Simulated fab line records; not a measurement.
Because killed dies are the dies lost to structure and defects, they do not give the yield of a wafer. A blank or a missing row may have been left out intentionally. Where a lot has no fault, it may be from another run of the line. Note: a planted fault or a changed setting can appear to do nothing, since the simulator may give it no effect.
fab line records	flow sfqLine
[record] lots = 5	wafers = 15	lastDay = 83
route steps=325 shown I0@52 M1@58 I1@73
lots untouched by any fault: they come from a run of this same line in which no faults occurred
startH: start of the lot's first displayed wafer, in hours after the record's first day	waitH: hours since the lot's step before	" as in the row above	L1.1+2: several wafers, shown together as one row	- no value, or no start was given	* or withheld: withheld	< > ~ a bound
route shown NAME@n: NAME is a module with steps in the file, n the number in the route of the first one	usual: the fault-free wafers' mean and standard deviation	same: alike in all rows	chamber/n: place in a boat	sites: per-site readings	_std_site: the standard deviation of these	_edge_site: the outer-site mean with the inner-site mean subtracted	radiusMm: how far each site lies from the wafer's centre	mask NAME#n: copy n	behind: tool/chamber where the wafer was last shaped	hold: why the lot was held/for how many hours/how that ended	device: names the non-switching transistor (n, p or np)	end of line: tests of these same wafers at the route's end	step lacking rows: just its recipe	killed: not the wafer's yield, but the dies lost to structure and defects at the first sort	map: per-die view of a wafer (x killed, . not killed, _ where there is no die)
set.NAME: the setting as run; set.NAME@STEP: as run at that earlier step	model.NAME: the simulator's own value behind a step, which no gauge read
a table for each step, a row for each wafer; lots at some steps of the route
services: a tool's chamber out of use, with start hour (startH, from the record's first day; less than 0 if before it), hours out, and reason
[[steps]]
[step SFQ_TRILAYER_I0_VIA_LITHO_DEVELOP_033]
[recipe] timeS = 60	resist = KrF
lot.wafer	tool	chamber	startH	waitH
L074.1+3+6	lithoTrack-04	0	281.36	0.1
L081.1+2+3	lithoTrack-03	0	349.89	0.1
L085.1+4+6	lithoTrack-04	0	397.64	0.1
L088.2+3+5	lithoTrack-03	0	412.07	0.1
L096.2+3+4	lithoTrack-01	0	474.47	0.1
[step SFQ_I0_OVL_MEAS_908]
[usual] I0_OVL = 0/4.5
lot.wafer	tool	chamber	startH	waitH	I0_OVL[nm]
L074.1	overlay-02	-	281.51	0.1	-3
L074.3	"	-	"	"	-4
L074.6	"	-	"	"	2
L081.1	overlay-02	-	350.04	0.1	1
L081.2	"	-	"	"	9
L081.3	"	-	"	"	5
L085.1	overlay-01	-	397.79	0.1	-4
L085.4	"	-	"	"	-5
L085.6	"	-	"	"	-6
L088.2	overlay-02	-	412.20	0.1	1
L088.3	"	-	"	"	0
L088.5	"	-	"	"	3
L096.2	overlay-01	-	474.60	0.1	-5
L096.3	"	-	"	"	-4
L096.4	"	-	"	"	-2
[step SFQ_TRILAYER_I0_VIA_BARC_OPEN_VIA_ETCH_046]
[recipe] maskMaterial = PR	chemistry = O2	targetDepthNm = 125	target = BARC	sourceW = 500	biasW = 80	pressureMtorr = 30	timeS = 41.7
[usual] drypumpMotorCurrentA = 5.81/0.29	oesProductAu = 0.685/0.0047
lot.wafer	tool	chamber	startH	waitH	drypumpMotorCurrentA	oesProductAu	rfHoursCounterH
L074.1	rieDiel-02	3	281.54	0.0	6.50	0.683	107
L074.3	"	2	"	"	5.32	0.676	38
L074.6	"	3	"	"	6.46	0.687	-
L081.1	rieDiel-01	3	350.07	0.0	5.66	0.687	27
L081.2	"	2	"	"	5.53	0.679	119
L081.3	"	0	"	"	6.05	0.676	1
L085.1	rieDiel-01	1	397.83	0.0	5.57	0.686	1
L085.4	"	3	"	"	5.66	0.685	-
L085.6	"	1	"	"	5.56	0.688	-
L088.2	rieDiel-04	2	412.23	0.0	5.95	0.689	7
L088.3	"	0	"	"	5.51	0.689	54
L088.5	"	2	"	"	5.96	0.686	-
L096.2	rieDiel-04	1	474.63	0.0	6.08	0.681	68
L096.3	"	2	"	"	5.94	0.680	8
L096.4	"	0	"	"	5.48	0.691	55
[step SFQ_TRILAYER_I0_VIA_ETCH_VIA_ETCH_034]
[recipe] target = SiO2	stopOn = Nb	maskMaterial = PR	taperDeg = 20	chemistry = CHF3	targetDepthNm = 260	sourceW = 500	biasW = 80	pressureMtorr = 30	timeS = withheld
[usual] drypumpMotorCurrentA = 5.81/0.29	oesProductAu = 0.856/0.005
lot.wafer	tool	chamber	startH	waitH	drypumpMotorCurrentA	oesProductAu
L074.1	rieDiel-02	3	281.58	0.0	6.45	0.862
L074.3	"	2	"	"	5.27	0.853
L074.6	"	3	"	"	6.44	0.856
L081.1	rieDiel-01	3	350.11	0.0	5.67	0.858
L081.2	"	2	"	"	5.55	0.855
L081.3	"	0	"	"	6.00	0.850
L085.1	rieDiel-01	1	397.87	0.0	5.58	0.850
L085.4	"	3	"	"	5.73	0.858
L085.6	"	1	"	"	5.60	0.855
L088.2	rieDiel-04	2	412.27	0.0	6.00	0.864
L088.3	"	0	"	"	5.47	0.857
L088.5	"	2	"	"	6.01	0.860
L096.2	rieDiel-04	1	474.67	0.0	6.08	0.857
L096.3	"	2	"	"	5.96	0.861
L096.4	"	0	"	"	5.50	0.856
[step SFQ_TRILAYER_I0_VIA_STRIP_STRIP_035]
[recipe] gas = O2	powerW = 200	platenTempC = 40	overashFraction = 0.65	chemistry = O2	pressureMtorr = 50
[usual] drypumpMotorCurrentA = 5.3/0.33	heBacksideLeakSccm = 3.45/0.22	oesProductAu = 1.005/0.0091
lot.wafer	tool	chamber	startH	waitH	drypumpMotorCurrentA	heBacksideLeakSccm	oesProductAu	rfHoursCounterH
L074.1	rieMetal-02	1	281.70	-	5.3	3.46	0.995	118
L074.3	"	1	"	"	5.2	3.48	1.001	-
L074.6	"	1	"	"	5.3	3.50	0.999	-
L081.1	rieMetal-03	1	350.22	-	5.8	3.75	1.023	51
L081.2	"	0	"	"	4.8	2.98	1.012	10
L081.3	"	1	"	"	5.8	3.61	1.020	-
L085.1	rieMetal-03	1	397.98	-	5.7	3.59	1.009	58
L085.4	"	0	"	"	4.8	3.27	1.008	-
L085.6	"	0	"	"	4.8	3.46	1.021	-
L088.2	rieMetal-02	0	412.38	-	5.3	3.47	0.997	92
L088.3	"	0	"	"	5.3	3.38	0.997	-
L088.5	"	0	"	"	5.3	3.47	0.991	-
L096.2	rieMetal-03	1	474.78	-	5.8	3.81	1.001	74
L096.3	"	0	"	"	4.8	3.33	0.998	-
L096.4	"	1	"	"	5.8	3.74	1.013	-
[step SFQ_TRILAYER_I0_VIA_STRIP_SOLV_CLEAN_036]
[recipe] chemistry = NMP	tempC = 70	timeS = 600
[usual] tempC = 70.01/0.13
lot.wafer	tool	chamber	startH	waitH	tempC
L074.1	wetBench-02	4	282.30	0.4	70.18
L074.3	"	1	"	"	69.97
L074.6	"	7	"	"	69.77
L081.1	wetBench-02	0	350.82	0.4	70.01
L081.2	"	3	"	"	69.90
L081.3	"	5	"	"	70.11
L085.1	wetBench-04	2	398.58	0.4	69.87
L085.4	"	4	"	"	70.01
L085.6	"	6	"	"	69.99
L088.2	wetBench-02	7	412.98	0.4	69.80
L088.3	"	3	"	"	70.12
L088.5	"	2	"	"	70.15
L096.2	wetBench-02	0	475.38	0.4	69.94
L096.3	"	3	"	"	69.96
L096.4	"	7	"	"	69.84
[step SFQ_TRILAYER_M1_DEP_PRE_CLEAN_038]
[recipe] gas = Ar	timeS = 22.5	biasV = 250
lot.wafer	tool	chamber	startH	waitH
L074.1+3+6	pvdSputter-06	-	282.47	0.0
L081.1+2+3	pvdSputter-03	-	351.00	0.0
L085.1+4+6	pvdSputter-04	-	398.77	0.0
L088.2+3+5	pvdSputter-04	-	413.16	0.0
L096.2+3+4	pvdSputter-06	-	475.56	0.0
[step SFQ_TRILAYER_M1_DEP_SPUTTER_037]
[recipe] material = Nb	basePressurePa = 1.33e-06	chamberPressurePa = 0.1333	substrateTempC = 20	resputterCathodeVoltageV = 400	targetThkNm = 200	powerW = 2000	timeS = 133.3
[usual] basePressurePa = 1.34e-06/9.7e-08	chamberPressurePa = 0.13331/0.00027	throttleValvePct = 29.8/0.99
lot.wafer	tool	chamber	startH	waitH	basePressurePa	chamberPressurePa	throttleValvePct
L074.1	pvdSputter-06	-	282.50	0.0	1.07e-06	0.13385	28.5
L074.3	"	-	"	"	1.36e-06	0.13341	30.5
L074.6	"	-	"	"	1.25e-06	0.13391	30.2
L081.1	pvdSputter-03	-	351.03	0.0	1.26e-06	0.13274	28.9
L081.2	"	-	"	"	1.28e-06	0.13351	30.7
L081.3	"	-	"	"	1.37e-06	0.13319	30.3
L085.1	pvdSputter-04	-	398.83	0.0	1.33e-06	0.13346	28.4
L085.4	"	-	"	"	1.16e-06	0.13254	30.9
L085.6	"	-	"	"	1.33e-06	0.13322	30.5
L088.2	pvdSputter-04	-	413.18	0.0	1.4e-06	0.13326	30.9
L088.3	"	-	"	"	1.28e-06	0.13338	28.3
L088.5	"	-	"	"	1.34e-06	0.13341	30.6
L096.2	pvdSputter-06	-	475.58	0.0	1.33e-06	0.13339	30.6
L096.3	"	-	"	"	1.37e-06	0.13318	28.8
L096.4	"	-	"	"	1.2e-06	0.13341	30.5
[step SFQ_M1_RS_MEAS_909]
[recipe] thkMeasGauge = four-point-probe	reads = Nb_of_TRILAYER_M1_DEP_SPUTTER_037
[usual] M1_NB_RS = 0.889/0.0087
lot.wafer	tool	chamber	startH	waitH	M1_NB_RS[ohm/sq]
L074.1	filmMetro-02	-	282.59	0.0	0.894
L074.3	"	-	"	"	0.899
L074.6	"	-	"	"	0.907
L081.1	filmMetro-02	-	351.12	0.0	0.895
L081.2	"	-	"	"	0.904
L081.3	"	-	"	"	0.897
L085.1	filmMetro-04	-	399.01	0.1	0.881
L085.4	"	-	"	"	0.886
L085.6	"	-	"	"	0.890
L088.2	filmMetro-02	-	413.30	0.1	0.887
L088.3	"	-	"	"	0.875
L088.5	"	-	"	"	0.883
L096.2	filmMetro-03	-	475.70	0.1	0.875
L096.3	"	-	"	"	0.874
L096.4	"	-	"	"	0.880
[step SFQ_TRILAYER_M1_LITHO_COAT_044]
[recipe] resist = BARC	spinRpm = 3000	resistThkNm = 62
lot.wafer	tool	chamber	startH	waitH
L074.1+3+6	lithoTrack-02	0	282.77	0.1
L081.1+2+3	lithoTrack-02	0	351.30	0.1
L085.1+4+6	lithoTrack-01	0	399.19	0.1
L088.2+3+5	lithoTrack-04	0	413.52	0.1
L096.2+3+4	lithoTrack-04	0	475.91	0.1
[step SFQ_TRILAYER_M1_LITHO_COAT_039]
[recipe] resist = KrF	spinRpm = 3000	resistThkNm = 600
lot.wafer	tool	chamber	startH	waitH
L074.1+3+6	lithoTrack-02	0	283.07	0.2
L081.1+2+3	lithoTrack-02	0	351.60	0.2
L085.1+4+6	lithoTrack-01	0	399.49	0.2
L088.2+3+5	lithoTrack-04	0	413.82	0.2
L096.2+3+4	lithoTrack-04	0	476.21	0.2
[step SFQ_TRILAYER_M1_LITHO_SOFTBAKE_043]
[recipe] tempC = withheld	timeS = withheld	resist = KrF
lot.wafer	tool	chamber	startH	waitH
L074.1+3+6	lithoTrack-02	0	283.37	0.2
L081.1+2+3	lithoTrack-02	0	351.90	0.2
L085.1+4+6	lithoTrack-01	0	399.79	0.2
L088.2+3+5	lithoTrack-04	0	414.10	0.2
L096.2+3+4	lithoTrack-04	0	476.48	0.2
[step SFQ_TRILAYER_M1_LITHO_EXPOSE_040]
[recipe] maskId = M1	na = 0.6	sourceShape = conventional	sigmaOuter = 0.65	targetCdNm = 500	doseMj = 14.4
[usual] exposureDoseMJCm2 = 14.403/0.015
lot.wafer	tool	chamber	startH	waitH	mask	exposureDoseMJCm2
L074.1	krfScanner-02	0	386.69	-	M1#0	14.401
L074.3	"	0	"	"	M1#0	14.401
L074.6	"	0	"	"	M1#0	14.391
L081.1	krfScanner-02	0	471.89	-	M1#0	14.432
L081.2	"	0	"	"	M1#0	14.399
L081.3	"	0	"	"	M1#0	14.423
L085.1	krfScanner-02	0	534.12	-	M1#0	14.386
L085.4	"	0	"	"	M1#0	14.424
L085.6	"	0	"	"	M1#0	14.403
L088.2	krfScanner-02	0	552.32	-	M1#0	14.410
L088.3	"	0	"	"	M1#0	14.409
L088.5	"	0	"	"	M1#0	14.413
L096.2	krfScanner-02	0	625.50	-	M1#0	14.400
L096.3	"	0	"	"	M1#0	14.394
L096.4	"	0	"	"	M1#0	14.436
[step SFQ_TRILAYER_M1_LITHO_PEB_042]
[recipe] pebTempC = 115	pebTimeS = 60	resist = KrF
lot.wafer	tool	chamber	startH	waitH
L074.1+3+6	lithoTrack-02	0	387.89	1.0
L081.1+2+3	lithoTrack-01	0	473.09	1.0
L085.1+4+6	lithoTrack-04	0	535.32	1.0
L088.2+3+5	lithoTrack-02	0	553.35	0.8
L096.2+3+4	lithoTrack-02	0	626.52	0.8
[step SFQ_TRILAYER_M1_LITHO_DEVELOP_041]
[recipe] timeS = 60	resist = KrF
lot.wafer	tool	chamber	startH	waitH
L074.1+3+6	lithoTrack-02	0	388.04	0.1
L081.1+2+3	lithoTrack-01	0	473.24	0.1
L085.1+4+6	lithoTrack-04	0	535.47	0.1
L088.2+3+5	lithoTrack-02	0	553.50	0.1
L096.2+3+4	lithoTrack-02	0	626.67	0.1
[step SFQ_M1_OVL_MEAS_911]
[usual] M1_OVL = -3/6
lot.wafer	tool	chamber	startH	waitH	M1_OVL[nm]
L074.1	overlay-02	-	388.19	0.1	-12
L074.3	"	-	"	"	-9
L074.6	"	-	"	"	-15
L081.1	overlay-01	-	473.39	0.1	-10
L081.2	"	-	"	"	-9
L081.3	"	-	"	"	-8
L085.1	overlay-01	-	535.62	0.1	-6
L085.4	"	-	"	"	-5
L085.6	"	-	"	"	-2
L088.2	overlay-01	-	553.63	0.1	-6
L088.3	"	-	"	"	-9
L088.5	"	-	"	"	-7
L096.2	overlay-02	-	626.80	0.1	-2
L096.3	"	-	"	"	6
L096.4	"	-	"	"	0
[step SFQ_TRILAYER_M1_BARC_OPEN_METAL_ETCH_054]
[recipe] maskMaterial = PR	chemistry = O2	targetDepthNm = 125	target = BARC	icpW = 600	biasW = 80	pressureMtorr = 10	timeS = 41.7
[usual] drypumpMotorCurrentA = 5.3/0.34	heBacksideLeakSccm = 3.52/0.26	oesProductAu = 0.685/0.0051
lot.wafer	tool	chamber	startH	waitH	drypumpMotorCurrentA	heBacksideLeakSccm	oesProductAu	rfHoursCounterH
L074.1	rieMetal-04	1	388.23	0.0	5.5	3.65	0.677	186
L074.3	"	0	"	"	5.1	3.57	0.680	-
L074.6	"	0	"	"	5.0	3.68	0.682	-
L081.1	rieMetal-04	0	473.43	0.0	5.0	3.72	0.682	170
L081.2	"	1	"	"	5.5	3.44	0.687	9
L081.3	"	0	"	"	5.0	3.76	0.687	-
L085.1	rieMetal-01	0	535.66	0.0	5.2	3.43	0.681	131
L085.4	"	1	"	"	5.6	3.26	0.679	-
L085.6	"	0	"	"	5.2	3.49	0.683	-
L088.2	rieMetal-03	1	553.66	0.0	5.7	3.68	0.681	89
L088.3	"	1	"	"	5.7	3.63	0.688	-
L088.5	"	0	"	"	4.8	2.98	0.692	-
L096.2	rieMetal-01	0	626.83	0.0	5.2	3.33	0.680	147
L096.3	"	1	"	"	5.6	3.57	0.691	-
L096.4	"	0	"	"	5.2	3.68	0.677	-
[step SFQ_TRILAYER_M1_ETCH_METAL_ETCH_042]
[recipe] target = Nb	stopOn = SiO2	maskMaterial = PR	chemistry = Cl2/Ar	targetDepthNm = 240	icpW = 600	biasW = 80	pressureMtorr = 10	timeS = 120
[usual] drypumpMotorCurrentA = 5.3/0.34	heBacksideLeakSccm = 3.5/0.35	oesProductAu = 0.895/0.0069
lot.wafer	tool	chamber	startH	waitH	drypumpMotorCurrentA	heBacksideLeakSccm	oesProductAu	rfHoursCounterH
L074.1	rieMetal-04	1	388.29	0.0	5.5	3.6	0.891	186
L074.3	"	0	"	"	5.0	3.6	0.890	-
L074.6	"	0	"	"	5.0	3.5	0.881	-
L081.1	rieMetal-04	0	473.49	0.0	5.0	3.6	0.898	170
L081.2	"	1	"	"	5.4	3.5	0.889	9
L081.3	"	0	"	"	5.0	3.5	0.884	-
L085.1	rieMetal-01	0	535.72	0.0	5.2	3.2	0.899	131
L085.4	"	1	"	"	5.6	3.5	0.892	-
L085.6	"	0	"	"	5.2	3.4	0.891	-
L088.2	rieMetal-03	1	553.72	0.0	5.7	3.6	0.900	89
L088.3	"	1	"	"	5.7	3.7	0.906	-
L088.5	"	0	"	"	4.8	3.3	0.903	-
L096.2	rieMetal-01	0	626.89	0.0	5.2	3.7	0.896	147
L096.3	"	1	"	"	5.6	3.2	0.899	-
L096.4	"	0	"	"	5.2	3.8	0.906	-
[step SFQ_TRILAYER_M1_STRIP_STRIP_043]
[recipe] gas = O2	powerW = 200	platenTempC = 40	overashFraction = 0.65	chemistry = O2	pressureMtorr = 50
[usual] drypumpMotorCurrentA = 5.3/0.34	heBacksideLeakSccm = 3.56/0.29	oesProductAu = 1.005/0.0068
lot.wafer	tool	chamber	startH	waitH	drypumpMotorCurrentA	heBacksideLeakSccm	oesProductAu	rfHoursCounterH
L074.1	rieMetal-04	1	388.41	0.1	5.5	3.80	0.991	186
L074.3	"	0	"	"	5.0	3.63	1.010	-
L074.6	"	0	"	"	5.0	3.46	1.004	-
L081.1	rieMetal-04	0	473.61	0.1	5.0	3.71	1.000	170
L081.2	"	1	"	"	5.4	3.51	0.998	9
L081.3	"	0	"	"	5.1	3.89	1.000	-
L085.1	rieMetal-01	0	535.84	0.1	5.2	3.50	1.004	131
L085.4	"	1	"	"	5.6	3.37	1.010	-
L085.6	"	0	"	"	5.2	3.49	0.999	-
L088.2	rieMetal-03	1	553.84	0.1	5.7	3.74	1.015	89
L088.3	"	1	"	"	5.7	3.65	1.001	-
L088.5	"	0	"	"	4.8	3.19	1.007	-
L096.2	rieMetal-01	0	627.02	0.1	5.2	3.50	0.998	147
L096.3	"	1	"	"	5.6	4.07	1.016	-
L096.4	"	0	"	"	5.2	3.63	1.010	-
[step SFQ_TRILAYER_M1_STRIP_SOLV_CLEAN_044]
[recipe] chemistry = NMP	tempC = 70	timeS = 600
[usual] tempC = 70.00/0.12
lot.wafer	tool	chamber	startH	waitH	tempC
L074.1	wetBench-01	7	389.01	0.4	69.70
L074.3	"	2	"	"	70.05
L074.6	"	1	"	"	69.94
L081.1	wetBench-04	6	474.21	0.4	70.01
L081.2	"	3	"	"	69.90
L081.3	"	7	"	"	70.03
L085.1	wetBench-04	5	536.44	0.4	69.95
L085.4	"	6	"	"	70.04
L085.6	"	1	"	"	69.77
L088.2	wetBench-01	1	554.44	0.4	70.16
L088.3	"	4	"	"	70.09
L088.5	"	5	"	"	69.93
L096.2	wetBench-03	2	627.62	0.4	69.78
L096.3	"	1	"	"	70.07
L096.4	"	6	"	"	69.89
[step SFQ_TRILAYER_I1_DEP_PECVD_045]
[recipe] material = SiO2	tempC = 150	timeS = 111.11	pressureTorr = 2.4	rfW = 183.3	precursor = SiH4/N2O	targetThkNm = 500
[usual] heaterPowerW = 82/13	throttleValvePct = 24.4/1.3
lot.wafer	tool	chamber	startH	waitH	heaterPowerW	sinceWetCleanH	throttleValvePct
L074.1	pecvd-02	2	389.20	0.0	82	181	21.7
L074.3	"	1	"	"	73	181	22.3
L074.6	"	0	"	"	92	-	24.1
L081.1	pecvd-01	0	474.40	0.0	76	1389	25.9
L081.2	"	1	"	"	93	1389	26.5
L081.3	"	2	"	"	76	1389	25.4
L085.1	pecvd-02	1	536.62	0.0	84	328	22.9
L085.4	"	2	"	"	88	-	22.5
L085.6	"	1	"	"	84	-	23.0
L088.2	pecvd-04	1	554.62	0.0	100	716	25.2
L088.3	"	2	"	"	69	716	23.9
L088.5	"	2	"	"	70	-	24.2
L096.2	pecvd-04	1	627.97	0.0	102	789	25.4
L096.3	"	0	"	"	77	789	26.0
L096.4	"	1	"	"	113	-	25.2
[step SFQ_TRILAYER_I1_CMP_CMP_046]
[recipe] material = SiO2	downForcePsi = 3	platenRpm = 60	padVelocityMS = 0.94248
[usual] motorCurrentA = 9.3/0.7	platenRpm = 60.01/0.043	timeToEndpointS = 216/7
lot.wafer	tool	chamber	startH	waitH	motorCurrentA	platenRpm	timeToEndpointS
L074.1	cmp-02	3	394.92	5.7	8.2	60.03	209
L074.3	"	1	395.92	6.7	10.1	60.04	212
L074.6	"	3	396.92	7.6	8.2	60.02	220
L081.2	cmp-01	0	476.97	2.5	8.9	60.05	210
L081.3	"	1	"	"	9.8	60.05	208
L081.1	"	2	"	"	9.7	60.00	213
L085.4	cmp-02	0	546.00	9.3	8.8	59.96	230
L085.1	"	2	547.00	10.3	8.8	60.04	214
L085.6	"	1	548.50	11.8	9.8	60.06	220
L088.3	cmp-02	2	564.50	9.8	8.5	59.95	214
L088.2	"	3	"	"	8.9	60.03	220
L088.5	"	1	566.00	11.3	9.5	60.09	226
L096.4	cmp-02	2	643.00	15.0	8.7	60.00	209
L096.3	"	3	"	"	8.9	59.99	213
L096.2	"	1	644.50	16.5	9.1	60.08	213
[step SFQ_I1_BOW_MEAS_912]
[recipe] mode = bow
[usual] I1_BOW = 2/7.4
lot.wafer	tool	chamber	startH	waitH	I1_BOW[um]
L074.1	filmMetro-01	-	397.42	2.0	5
L074.3	"	-	"	"	8
L074.6	"	-	"	"	-2
L081.1	filmMetro-01	-	479.47	1.0	-10
L081.2	"	-	"	"	3
L081.3	"	-	"	"	1
L085.1	filmMetro-01	-	549.00	1.5	-4
L085.4	"	-	"	"	-10
L085.6	"	-	"	"	-5
L088.2	filmMetro-01	-	567.02	1.5	-2
L088.3	"	-	"	"	-3
L088.5	"	-	"	"	-3
L096.2	filmMetro-01	-	646.02	1.0	-7
L096.3	"	-	"	"	10
L096.4	"	-	"	"	1
[step SFQ_TRILAYER_I1_METRO_MEASURE_047]
[usual] thkNm = 200.3/0.92
lot.wafer	tool	chamber	startH	waitH	thkNm
L074.1	filmMetro-01	-	397.54	0.1	201.7
L074.3	"	-	"	"	200.9
L074.6	"	-	"	"	200.5
L081.1	filmMetro-01	-	479.59	0.1	200.7
L081.2	"	-	"	"	199.6
L081.3	"	-	"	"	199.2
L085.1	filmMetro-01	-	549.12	0.1	199.1
L085.4	"	-	"	"	200.6
L085.6	"	-	"	"	199.4
L088.2	filmMetro-01	-	567.32	0.3	200.3
L088.3	"	-	"	"	200.5
L088.5	"	-	"	"	199.7
L096.2	filmMetro-01	-	646.32	0.3	199.3
L096.3	"	-	"	"	200.9
L096.4	"	-	"	"	199.8
[step SFQ_TRILAYER_I1_VIA_LITHO_COAT_054]
[recipe] resist = BARC	spinRpm = 3000	resistThkNm = 63.13
lot.wafer	tool	chamber	startH	waitH
L074.1+3+6	lithoTrack-03	0	398.74	1.0
L081.1+2+3	lithoTrack-04	0	480.79	1.0
L085.1+4+6	lithoTrack-02	0	550.32	1.0
L088.2+3+5	lithoTrack-02	0	568.37	0.8
L096.2+3+4	lithoTrack-03	0	647.37	0.8
[step SFQ_TRILAYER_I1_VIA_LITHO_COAT_049]
[recipe] resist = KrF	spinRpm = 3000	resistThkNm = 650
lot.wafer	tool	chamber	startH	waitH
L074.1+3+6	lithoTrack-03	0	399.04	0.2
L081.1+2+3	lithoTrack-04	0	481.09	0.2
L085.1+4+6	lithoTrack-02	0	550.62	0.2
L088.2+3+5	lithoTrack-02	0	568.67	0.2
L096.2+3+4	lithoTrack-03	0	647.67	0.2
[step SFQ_TRILAYER_I1_VIA_LITHO_SOFTBAKE_053]
[recipe] tempC = withheld	timeS = withheld	resist = KrF
lot.wafer	tool	chamber	startH	waitH
L074.1+3+6	lithoTrack-03	0	399.34	0.2
L081.1+2+3	lithoTrack-04	0	481.39	0.2
L085.1+4+6	lithoTrack-02	0	550.92	0.2
L088.2+3+5	lithoTrack-02	0	568.95	0.2
L096.2+3+4	lithoTrack-03	0	647.95	0.2
[step SFQ_TRILAYER_I1_VIA_LITHO_EXPOSE_050]
[recipe] maskId = I1	na = 0.6	sourceShape = conventional	sigmaOuter = 0.65	targetCdNm = 500	doseMj = 21.3
[usual] exposureDoseMJCm2 = 21.299/0.021
lot.wafer	tool	chamber	startH	waitH	mask	exposureDoseMJCm2
L074.1	krfScanner-01	0	422.91	-	I1#0	21.310
L074.3	"	0	"	"	I1#0	21.262
L074.6	"	0	"	"	I1#0	21.299
L081.1	krfScanner-01	0	503.92	-	I1#0	21.320
L081.2	"	0	"	"	I1#0	21.296
L081.3	"	0	"	"	I1#0	21.307
L085.1	krfScanner-01	0	556.72	-	I1#0	21.280
L085.4	"	0	"	"	I1#0	21.275
L085.6	"	0	"	"	I1#0	21.306
L088.2	krfScanner-01	0	572.52	-	I1#0	21.269
L088.3	"	0	"	"	I1#0	21.292
L088.5	"	0	"	"	I1#0	21.271
L096.2	krfScanner-02	0	788.30	-	I1#0	21.310
L096.3	"	0	"	"	I1#0	21.319
L096.4	"	0	"	"	I1#0	21.304
[[services]]
tool	chamber	startH	hours	kind
filmMetro-01	-	269.21	1.4	pm
rieMetal-04	-	306.02	0.2	repair
krfScanner-02	-	309.21	1.3	pm
krfScanner-02	-	315.31	0.8	pm
filmMetro-01	-	341.51	1.3	pm
rieMetal-01	-	351.33	2.8	pm
krfScanner-02	-	370.14	3.6	pm
krfScanner-02	-	385.69	1.0	pm
rieMetal-01	-	427.14	14.6	pm
rieMetal-01	0	443.13	12.8	repair
rieMetal-04	1	461.52	3.9	repair
krfScanner-02	-	475.59	1.3	repair
krfScanner-02	-	485.27	0.8	pm
krfScanner-02	-	486.02	1.3	pm
rieMetal-01	0	509.01	4.1	repair
krfScanner-02	-	554.52	1.0	pm
krfScanner-02	-	612.56	0.7	repair
krfScanner-02	-	645.74	0.4	repair
krfScanner-02	-	653.02	0.8	pm
krfScanner-02	-	661.12	1.3	pm
krfScanner-02	-	703.85	0.6	repair
krfScanner-02	-	717.04	0.1	repair
krfScanner-02	-	724.22	1.0	pm
rieMetal-03	-	749.91	2.8	pm
[[key]]
fault none
